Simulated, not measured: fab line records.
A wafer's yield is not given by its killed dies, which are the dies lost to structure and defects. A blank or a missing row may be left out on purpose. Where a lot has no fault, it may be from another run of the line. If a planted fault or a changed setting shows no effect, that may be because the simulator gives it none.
fab line records | flow gf180mcu
[record] lots = 6 | wafers = 18 | lastDay = 34
route steps=602 shown DUAL_GATE@154 POLY_GATE@157
lots with no fault: from the same line, run without faults
startH: hours from the record's first day to the start of the lot's first wafer shown | waitH: hours since the lot's step before | " same as the row above | L1.1+2: a row that stands for several wafers | - no value, or no start given | * or withheld: withheld | < > ~ a bound
route shown NAME@n: names a module that has steps shown in the file, with the first one's number in the route | usual: mean and standard deviation over wafers with no fault | same: alike in all rows | chamber/n: place in a boat | sites: readings site by site | _std_site: the values' standard deviation | _edge_site: inner sites' mean taken away from outer sites' mean | radiusMm: how far each site lies from the wafer's centre | mask NAME#n: copy n | behind: the most recent tool/chamber to have shaped the wafer | hold: cause of the lot's hold/its duration in hours/its outcome | device: the n, p or np transistor that did not switch | end of line: tests run on the same wafers once the route is complete | where a step has no rows: the recipe by itself | killed: dies that structure and defects cost at the first sort, which is not the same as the wafer's yield | map: the dies of a wafer, with x for killed, . for not killed, _ for no die there
set.NAME: the setting that was run; set.NAME@STEP: the one run at that earlier step | model.NAME: the simulator's own value behind a step, which no gauge read
lots at some steps of the route; a table a step, a row a wafer
services: the hour from which a tool's chamber was out of use, counted from the record's first day as startH (under 0 if before that day), plus the number of hours and why
[[steps]]
[step GF_DUAL_GATE_STRIP_13]
[recipe] chemistry = O2/N2 | powerW = 1400 | pressureMtorr = 1500 | platenTempC = 250 | o2FlowSccm = 3000 | n2FlowSccm = 300 | overashFraction = 0.5
[usual] drypumpMotorCurrentA = 5.2/0.43 | heaterPowerW = 343/34 | o2FlowSccm = 2999/8.3 | oesProductAu = 0.716/0.0046 | platenTempC = 249.99/0.18 | stripTimeToEndpointS = 12.637/0.029
[same] overashFraction = 0.5
lot.wafer | tool           | chamber | startH | waitH | drypumpMotorCurrentA | heaterPowerW | o2FlowSccm | oesProductAu | platenTempC | rfHoursCounterH | stripTimeToEndpointS
L183.1    | plasmaAsher-02 | 0       | 217.96 | 0.0   | 5.6                  | 333          | 3004       | 0.718        | 250.33      | 55              | 12.673
L183.3    | "              | 1       | "      | "     | 5.1                  | 320          | 3009       | 0.711        | 250.00      | -               | 12.687
L183.6    | "              | 1       | "      | "     | 5.1                  | 318          | 2994       | 0.715        | 250.19      | -               | 12.637
L184.2    | plasmaAsher-02 | 1       | 223.71 | 0.0   | 5.1                  | 318          | 2997       | 0.711        | 249.92      | 55              | 12.649
L184.3    | "              | 0       | "      | "     | 5.6                  | 344          | 2986       | 0.714        | 250.02      | -               | 12.621
L184.5    | "              | 1       | "      | "     | 5.2                  | 304          | 3015       | 0.715        | 249.93      | -               | 12.664
L185.1    | plasmaAsher-03 | 1       | 243.67 | 0.0   | 5.1                  | 397          | 3022       | 0.722        | 249.97      | 57              | 12.613
L185.4    | "              | 0       | "      | "     | 4.9                  | 333          | 2982       | 0.716        | 249.73      | -               | 12.577
L185.5    | "              | 0       | "      | "     | 5.0                  | 334          | 3001       | 0.717        | 250.28      | -               | 12.643
L186.2    | plasmaAsher-03 | 1       | 251.46 | 0.0   | 5.1                  | 378          | 2999       | 0.716        | 250.01      | 58              | 12.652
L186.5    | "              | 1       | "      | "     | 5.1                  | 389          | 2997       | 0.715        | 250.01      | -               | 12.650
L186.6    | "              | 0       | "      | "     | 5.0                  | 334          | 3003       | 0.708        | 249.82      | -               | 12.646
L194.1    | plasmaAsher-04 | 0       | 292.21 | 0.0   | 5.0                  | 284          | 2985       | 0.707        | 249.68      | 50              | 12.610
L194.2    | "              | 1       | "      | "     | 6.5                  | 329          | 3007       | 0.717        | 249.88      | 50              | 12.596
L194.6    | "              | 1       | "      | "     | 6.5                  | 337          | 3002       | 0.715        | 249.92      | -               | 12.602
L200.1    | plasmaAsher-03 | 0       | 335.81 | 0.0   | 5.0                  | 326          | 2985       | 0.718        | 249.94      | 66              | 12.612
L200.2    | "              | 1       | "      | "     | 5.1                  | 373          | 2991       | 0.720        | 249.98      | 66              | 12.596
L200.4    | "              | 0       | "      | "     | 5.0                  | 327          | 2996       | 0.715        | 249.76      | -               | 12.618
[step GF_DUAL_GATE_CLEAN_14]
[recipe] chemistry = SC1/SC2 | mix = 1:4:20 | tempC = 70 | timeS = 150 | dry = n2Spin
[step GF_DUAL_GATE_OXIDATION_15]
[recipe] tempC = 850 | ambient = O2 | stabiliseS = 600 | purgeS = 300 | targetThkA = 70.98 | oxTimeS = 1995
[step GF_POLY_GATE_CVD_00]
[recipe] material = poly-Si | targetThkNm = 200 | tempC = 620 | timeS = 1200 | pressureMtorr = 200
[step GF_POLY_GATE_THK_MEAS_01]
[recipe] reads = poly-Si_of_POLY_GATE_CVD_00
[usual] POLY_GATE_CVD_00_THK = 200.2/2.1
lot.wafer | tool         | chamber | startH | waitH | POLY_GATE_CVD_00_THK[nm]
L183.1    | filmMetro-02 | -       | 224.55 | 0.0   | 202.4
L183.3    | "            | -       | "      | "     | 202.5
L183.6    | "            | -       | "      | "     | 200.9
L184.2    | filmMetro-01 | -       | 234.22 | 0.0   | 200.8
L184.3    | "            | -       | "      | "     | 200.6
L184.5    | "            | -       | "      | "     | 201.0
L185.1    | filmMetro-02 | -       | 249.55 | 0.0   | 199.9
L185.4    | "            | -       | "      | "     | 199.2
L185.5    | "            | -       | "      | "     | 200.6
L186.2    | filmMetro-01 | -       | 255.81 | 0.0   | 199.5
L186.5    | "            | -       | "      | "     | 200.6
L186.6    | "            | -       | "      | "     | 200.0
L194.1    | filmMetro-01 | -       | 301.34 | 0.0   | 198.7
L194.2    | "            | -       | "      | "     | 199.6
L194.6    | "            | -       | "      | "     | 198.3
L200.1    | filmMetro-02 | -       | 339.40 | 0.0   | 194.9
L200.2    | "            | -       | "      | "     | 196.2
L200.4    | "            | -       | "      | "     | 196.5
[step GF_POLY_GATE_DEHYDRATE_02]
[recipe] tempC = 200 | timeS = 60
[step GF_POLY_GATE_HMDS_03]
[recipe] primeTimeS = 60 | primeTempC = 120
[step GF_POLY_GATE_COAT_04]
[recipe] resist = BARC | tempC = withheld | timeS = withheld | spinRpm = withheld | resistThkNm = withheld
[step GF_POLY_GATE_COAT_05]
[recipe] resist = KrF | spinRpm = withheld | resistThkNm = 700
[step GF_POLY_GATE_SOFTBAKE_06]
[recipe] tempC = 130 | timeS = 60 | resist = KrF
[step GF_POLY_GATE_EXPOSE_07]
[recipe] maskId = Poly2 | targetCdNm = 280 | na = 0.68 | sourceShape = conventional | sigmaOuter = 0.6 | doseMj = 28
[step GF_POLY_GATE_PEB_08]
[recipe] pebTempC = 135 | pebTimeS = 90 | resist = KrF
[step GF_POLY_GATE_DEVELOP_09]
[recipe] developTimeS = 60 | resist = KrF | devTempC = 21
[usual] chillPlateTempC = 22.99/0.11 | developTimeS = 60/0 | resistLineTempC = 22.99/0.11
lot.wafer | tool          | chamber | startH | waitH | chillPlateTempC | developTimeS | resistLineTempC | model.KrF_of_POLY_GATE_COAT_05.thkNm
L183.1    | lithoTrack-03 | 0       | 241.24 | 0.2   | 22.90           | 60           | 23.09           | 683.1
L183.3    | "             | 0       | "      | "     | 22.86           | 60           | 22.90           | 684
L183.6    | "             | 0       | "      | "     | 23.05           | 60           | 22.99           | 682.6
L184.2    | lithoTrack-03 | -       | 250.92 | 0.2   | -               | -            | -               | 700.7
L184.3    | "             | -       | "      | "     | -               | -            | -               | 702.3
L184.5    | "             | -       | "      | "     | -               | -            | -               | 701.7
L185.1    | lithoTrack-03 | -       | 267.99 | 0.2   | -               | -            | -               | 701.7
L185.4    | "             | -       | "      | "     | -               | -            | -               | 701.6
L185.5    | "             | -       | "      | "     | -               | -            | -               | 699.9
L186.2    | lithoTrack-02 | 0       | 274.42 | 0.2   | 22.94           | 60           | 22.88           | 683.4
L186.5    | "             | 0       | "      | "     | 23.09           | 60           | 23.16           | 685.5
L186.6    | "             | 0       | "      | "     | 23.14           | 60           | 23.22           | 685.3
L194.1    | lithoTrack-04 | 0       | 320.98 | 0.2   | 22.87           | 60           | 23.20           | 686.3
L194.2    | "             | 0       | "      | "     | 22.79           | 60           | 23.08           | 686.7
L194.6    | "             | 0       | "      | "     | 22.98           | 60           | 23.16           | 685.3
L200.1    | lithoTrack-03 | 0       | 360.44 | 0.2   | 22.83           | 60           | 23.05           | 686.7
L200.2    | "             | 0       | "      | "     | 23.01           | 60           | 22.87           | 686.6
L200.4    | "             | 0       | "      | "     | 23.07           | 60           | 23.03           | 687.1
[step GF_POLY_GATE_CD_MEAS_10]
[recipe] targetCdNm = 280
[usual] cdNm = 280.1/1.1
lot.wafer | tool     | chamber | startH | waitH | cdNm
L183.1    | cdSem-01 | -       | 241.39 | 0.1   | 280.4
L183.3    | "        | -       | "      | "     | 280.5
L183.6    | "        | -       | "      | "     | 281.0
L184.2    | cdSem-01 | -       | 251.06 | 0.1   | -
L184.3    | "        | -       | "      | "     | -
L184.5    | "        | -       | "      | "     | -
L185.1    | cdSem-02 | -       | 268.14 | 0.1   | -
L185.4    | "        | -       | "      | "     | -
L185.5    | "        | -       | "      | "     | -
L186.2    | cdSem-02 | -       | 274.56 | 0.1   | 280.5
L186.5    | "        | -       | "      | "     | 279.0
L186.6    | "        | -       | "      | "     | 278.7
L194.1    | cdSem-01 | -       | 321.13 | 0.1   | 279.6
L194.2    | "        | -       | "      | "     | 282.4
L194.6    | "        | -       | "      | "     | 281.8
L200.1    | cdSem-01 | -       | 360.59 | 0.1   | 280.6
L200.2    | "        | -       | "      | "     | 279.4
L200.4    | "        | -       | "      | "     | 280.8
[[services]]
tool           | chamber | startH | hours | kind
plasmaAsher-04 | -       | 263.76 | 0.7   | repair
[[key]]
[firstSign] step = GF_POLY_GATE_DEVELOP_09 | reading = toolRecord | direction = missing
effect none on later readings
[modelEffect] step = GF_POLY_GATE_DEVELOP_09 | value = KrF_of_POLY_GATE_COAT_05.thkNm | without = 686.4 | struck = 701.3
metAt GF_POLY_GATE_DEVELOP_09
struckWafers L184.2,L184.3,L184.5,L185.1,L185.4,L185.5
laterRowsLeftOut L184.2,L184.3,L184.5,L185.1,L185.4,L185.5
sortLeftOut L184.2,L184.3,L184.5,L185.1,L185.4,L185.5
testerLeftOut L184,L185
onsetBetween 241.24 250.92
[fault] kind = skippedStepWhole | tool = lithoTrack-03 | chamber = - | onsetH = 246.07 | steps = GF_POLY_GATE_DEVELOP_09 | scope = struckLotsOnly
// testerLeftOut: of these lots the tester's yield and bins aren't shown, on N5 and GAA mostly nor the transistor test; their killed dies are dies lost to structure and defects alone, not to doping, threshold or leakage, so they don't give the yield
// sortLeftOut: the simulated sort isn't trusted on such a fault, so these wafers' sort isn't shown, and their yield isn't known
// laterRowsLeftOut: the simulator's readings of these wafers behind a module that went badly wrong aren't trusted and aren't shown, but for the sort
